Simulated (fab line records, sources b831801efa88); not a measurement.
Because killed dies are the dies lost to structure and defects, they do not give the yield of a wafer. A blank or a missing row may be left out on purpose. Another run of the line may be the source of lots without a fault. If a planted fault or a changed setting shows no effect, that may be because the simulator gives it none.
Commonality check across tools + flow gf180mcu + Sample size 12 lots and 36 wafers

== REASON IT WAS OPENED ==
3 of 12 lots carry a flag on the reading VT_IMPLANT_TW at GF_VT_IMPLANT_TW_MEAS_10. Wafers without a fault read 567, standard deviation 5.7.
Rule: flag the lot when none of its wafers has a number, or when each of its wafers that has one lies beyond 4 standard deviations from that mean. The rest of the lots are taken to be sound.

| lot  | measured    | on            | VT_IMPLANT_TW, wafer by wafer | flag    |
|------|-------------|---------------|-------------------------------|---------|
| L601 | day 5 17:27 | film_metro-03 | 564 563 561                   |         |
| L602 | day 5 22:36 | film_metro-04 | 578 577 577                   |         |
| L603 | day 6 03:57 | film_metro-04 | 571 574 577                   |         |
| L604 | day 6 09:53 | film_metro-03 | 568 563 565                   |         |
| L605 | day 6 17:28 | film_metro-04 | 573 572 577                   |         |
| L606 | day 6 21:28 | film_metro-02 | 561 560 562                   |         |
| L607 | day 7 07:25 | film_metro-04 | 569 570 571                   |         |
| L608 | day 7 10:55 | film_metro-03 | 558 559 560                   |         |
| L612 | day 8 10:43 | film_metro-02 | 567 565 567                   |         |
| L613 | day 8 22:08 | film_metro-04 | 370 371 372                   | FLAGGED |
| L614 | day 8 23:40 | film_metro-03 | 364 364 363                   | FLAGGED |
| L615 | day 9 05:31 | film_metro-04 | 373 373 372                   | FLAGGED |
The mean of the flagged lots' numbers is 369, -198 from the usual (-35 standard deviations).

== TOOL THAT RAN EACH LOT ==
Before the reading, the record contains 2 process steps out of a 602-step route. Read each cell as the tool, then ch plus the chambers that the sampled wafers visited, then the start.
| lot  | flag    | GF_STI_CMP_25                | GF_VT_IMPLANT_IMPLANT_08       |
|------|---------|------------------------------|--------------------------------|
| L601 |         | cmp-01 ch 0,2, day 2 04:05   | implanter-01 ch 0, day 5 17:12 |
| L602 |         | cmp-01 ch 1,2,3, day 2 09:10 | implanter-02 ch 0, day 5 22:21 |
| L603 |         | cmp-01 ch 0,2,3, day 2 13:50 | implanter-01 ch 0, day 6 03:42 |
| L604 |         | cmp-01 ch 1,2, day 2 19:31   | implanter-01 ch 0, day 6 09:41 |
| L605 |         | cmp-01 ch 0,1, day 3 00:51   | implanter-03 ch 0, day 6 17:13 |
| L606 |         | cmp-02 ch 1,2,3, day 3 04:58 | implanter-02 ch 0, day 6 21:13 |
| L607 |         | cmp-01 ch 0,1,2, day 3 11:20 | implanter-02 ch 0, day 7 07:10 |
| L608 |         | cmp-02 ch 1,2,3, day 3 15:29 | implanter-02 ch 0, day 7 10:40 |
| L612 |         | cmp-01 ch 1,2,3, day 4 12:11 | implanter-02 ch 0, day 8 10:30 |
| L613 | FLAGGED | cmp-02 ch 0,1, day 4 20:18   | implanter-02 ch 0, day 8 21:56 |
| L614 | FLAGGED | cmp-01 ch 1,2,3, day 5 00:14 | implanter-01 ch 0, day 8 23:25 |
| L615 | FLAGGED | cmp-02 ch 1,2, day 5 03:53   | implanter-01 ch 0, day 9 05:16 |
What these steps do:
- GF_STI_CMP_25: polishes, stops on Si3N4, t overpolish 33 s, target thk 524.6 nm.
- GF_VT_IMPLANT_IMPLANT_08
- GF_VT_IMPLANT_TW_MEAS_10

== FLAGGED AGAINST TOTAL, ONE TOOL AT A TIME (gauges that did the reading follow at the end) ==
| step                     | tool          | lots run | flagged | share of the flagged lots | sound lots run after its first flagged lot |
|--------------------------|---------------|----------|---------|---------------------------|--------------------------------------------|
| GF_STI_CMP_25            | cmp-01        | 8        | 1       | some                      | 0                                          |
| GF_STI_CMP_25            | cmp-02        | 4        | 2       | some                      | 0                                          |
| GF_VT_IMPLANT_IMPLANT_08 | implanter-01  | 5        | 2       | some                      | 0                                          |
| GF_VT_IMPLANT_IMPLANT_08 | implanter-02  | 6        | 1       | some                      | 0                                          |
| GF_VT_IMPLANT_IMPLANT_08 | implanter-03  | 1        | 0       | none                      | -                                          |
| GF_VT_IMPLANT_TW_MEAS_10 | film_metro-02 | 2        | 0       | none                      | -                                          |
| GF_VT_IMPLANT_TW_MEAS_10 | film_metro-03 | 4        | 1       | some                      | 0                                          |
| GF_VT_IMPLANT_TW_MEAS_10 | film_metro-04 | 6        | 2       | some                      | 0                                          |

== WHAT THE TABLE PERMITS ==
No row of the table ran every flagged lot.

== WHAT THE SIMULATOR PUT IN ==
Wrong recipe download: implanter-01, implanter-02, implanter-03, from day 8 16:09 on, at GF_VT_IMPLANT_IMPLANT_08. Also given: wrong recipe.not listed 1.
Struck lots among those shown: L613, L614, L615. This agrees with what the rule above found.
